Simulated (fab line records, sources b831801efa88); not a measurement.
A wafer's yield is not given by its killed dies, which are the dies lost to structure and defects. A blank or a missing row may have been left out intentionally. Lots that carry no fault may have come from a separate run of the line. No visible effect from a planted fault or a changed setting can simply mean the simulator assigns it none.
A lot that was struck, set against a sound lot -- flow sky130 -- 43 steps out of a route of 708
Sound: these wafers, L929.1, L929.5, L929.6. The struck wafers were L938.1, L938.2, L938.5. The cause is given at the end.
Each step with rows lists, per side, the tool, then ch with its chambers, then its first start. Under that, the readings that differ: sound wafers -- struck wafers -- difference of the means -- sigmas: that difference in standard deviations of wafers without a fault.
alike: a reading whose means differ by less than 2 such deviations, as well as words and numbers matching on both sides. not compared: withheld readings; readings where some wafer has no value; bounds like >300 that might hide an equal value; numbers whose values overlap and for which the record gives no deviation.
The two part at a step that has a row with sigmas, a row that says differs or no value, or rows on one side only. When numbers do not overlap yet have no deviation, they are printed without sigmas and do not part them. Lack of a reading on every wafer of one side parts them only where that side has two or more wafers.

first, 2 steps without rows for these wafers: SKY_CONTACT_PEB_12; SKY_CONTACT_DEVELOP_13 (develop time 60 s).
SKY_CONTACT_CD_MEAS_14: the cd target is 170 nm.
  sound on cdSem-01, day 33 03:28; struck on cdSem-01, day 35 23:56
  alike: cdNm
SKY_CONTACT_OVL_MEAS_15:
  sound on overlay-02, day 33 03:35; struck on overlay-01, day 36 00:03
  alike: CONTACT_OVL
SKY_CONTACT_ETCH_16: etches BARC in N2/H2, stops on SiO2, time 45.9 s, target depth 60 nm.
  sound on rieDiel-04 ch 1,3, day 33 03:37; struck on rieDiel-04 ch 0,1,3, day 36 00:05
  alike: drypumpMotorCurrentA, oesProductAu, throttleValvePct
  not compared: rfHoursCounterH
then, 7 steps without rows for these wafers: SKY_CONTACT_ETCH_17 (etches SiO2 in C4F8/O2/Ar, stops on Si3N4, target depth 340 nm); SKY_CONTACT_ETCH_18 (etches Si3N4 in CHF3/O2, stops on TiN, time 39 s, target depth 75 nm); SKY_CONTACT_STRIP_19 (strips in O2/N2); SKY_CONTACT_STRIP_20 (strips in post etch residue remover, time 1200 s); SKY_CONTACT_CLEAN_21 (cleans in IPA, time 180 s); SKY_CONTACT_CLEAN_22 (cleans in O3/DIW); SKY_CONTACT_SPUTTER_23 (material TiN, target thk 20 nm, time 80 s).
SKY_CONTACT_CVD_24: deposits W, target thk 340 nm, time 102.12 s.
  sound on cvdW-01 ch 0,1, day 33 04:25; struck on cvdW-02 ch 0,1, day 36 00:58
  alike: heaterPowerW
SKY_CONTACT_RS_MEAS_25: a four-point-probe measurement.
  sound on filmMetro-01, day 33 04:32; struck on filmMetro-03, day 36 01:05
  alike: CONTACT_W_RS
SKY_CONTACT_THK_MEAS_26: measures by xrf.
  sound on filmMetro-01, day 33 04:39; struck on filmMetro-03, day 36 01:12
  alike: CONTACT_W_THK
then, 4 steps without rows for these wafers: SKY_CONTACT_CMP_27 (polishes, stops on SiO2, t overpolish 15 s, target thk 0 nm); SKY_METAL1_SPUTTER_00 (material Ti, target thk 15 nm, time 10 s); SKY_METAL1_SPUTTER_01 (material TiN, target thk 20 nm, time 16.7 s); SKY_METAL1_SPUTTER_02 (material AlCu, target thk 250 nm, time 13.3 s).
SKY_METAL1_SPUTTER_03: material Ti, target thk 5 nm, time 3.3 s.
  sound on pvdSputter-04, day 33 05:05; struck on pvdSputter-02, day 36 01:38
  alike: throttleValvePct
SKY_METAL1_SPUTTER_04: material TiN, target thk 70 nm, time 58.3 s.
  sound on pvdSputter-04, day 33 05:06; struck on pvdSputter-02, day 36 01:39
  alike: throttleValvePct
SKY_METAL1_RS_MEAS_05: a four-point-probe measurement.
  sound on filmMetro-02, day 33 05:09; struck on filmMetro-02, day 36 01:42
  alike: METAL1_ALCU_RS
SKY_METAL1_THK_MEAS_06: measures by xrf.
  sound on filmMetro-02, day 33 05:16; struck on filmMetro-02, day 36 01:49
  alike: METAL1_ALCU_THK
then, 8 steps without rows for these wafers: SKY_METAL1_DEHYDRATE_07 (time 60 s); SKY_METAL1_HMDS_08 (prime time 60 s); SKY_METAL1_COAT_09 (resist thk 60 nm); SKY_METAL1_COAT_10 (resist thk 450 nm); SKY_METAL1_SOFTBAKE_11 (time 90 s); SKY_METAL1_EXPOSE_12 (exposes mask MM1, target cd 140 nm); SKY_METAL1_PEB_13; SKY_METAL1_DEVELOP_14 (develop time 60 s).
SKY_METAL1_CD_MEAS_15: the cd target is 140 nm.
  sound on cdSem-01, day 34 07:44; struck on cdSem-02, day 37 03:25
  alike: cdNm
SKY_METAL1_OVL_MEAS_16:
  sound on overlay-02, day 34 07:52; struck on overlay-01, day 37 03:32
  alike: METAL1_OVL
then, 1 step without rows for these wafers: SKY_METAL1_DESCUM_17 (chemistry O2, time 8 s).
SKY_METAL1_ETCH_18: etches BARC in N2/H2, stops on SiO2, time 45.9 s, target depth 60 nm.
  sound on rieMetal-02 ch 1, day 34 07:58; struck on rieMetal-03 ch 0, day 37 03:38
  alike: drypumpMotorCurrentA, oesProductAu, throttleValvePct
  not compared: rfHoursCounterH
SKY_METAL1_METAL_ETCH_19: etches the open film in Cl2/BCl3, stops on SiO2, target depth 360 nm, time 78 s.
  sound on rieMetal-02 ch 1, day 34 08:05; struck on rieMetal-03 ch 0, day 37 03:46
  alike: bcl3FlowSccm, drypumpMotorCurrentA, oesProductAu, throttleValvePct
  not compared: rfHoursCounterH
then, 5 steps without rows for these wafers: SKY_METAL1_STRIP_20 (strips in O2/N2); SKY_METAL1_STRIP_21 (strips in post etch residue remover, time 1200 s); SKY_METAL1_CLEAN_22 (cleans in IPA, time 180 s); SKY_METAL1_CLEAN_23 (cleans in O3/DIW); SKY_VIA1_HDPCVD_00 (deposits SiO2, target thk 1030 nm, time 171.7 s).
SKY_VIA1_THK_MEAS_01:
  sound on filmMetro-04, day 34 08:58; struck on filmMetro-02, day 37 04:43
  alike: VIA1_HDPCVD_THK
-- the record jumps here: 12 days lie between the struck wafers' starts before and after (it left off in module VIA1 and takes up again in module PAD_OPEN, whose first step shown is number 708 of the route) --
SKY_PAD_OPEN_PROBE_99:
  only the struck wafers here have rows in the record (prober-01, day 49 03:41); the sound ones have none

WHERE THEY PART
Only at SKY_PAD_OPEN_PROBE_99, as far as this record shows.

WHY: what had been put in by the simulator
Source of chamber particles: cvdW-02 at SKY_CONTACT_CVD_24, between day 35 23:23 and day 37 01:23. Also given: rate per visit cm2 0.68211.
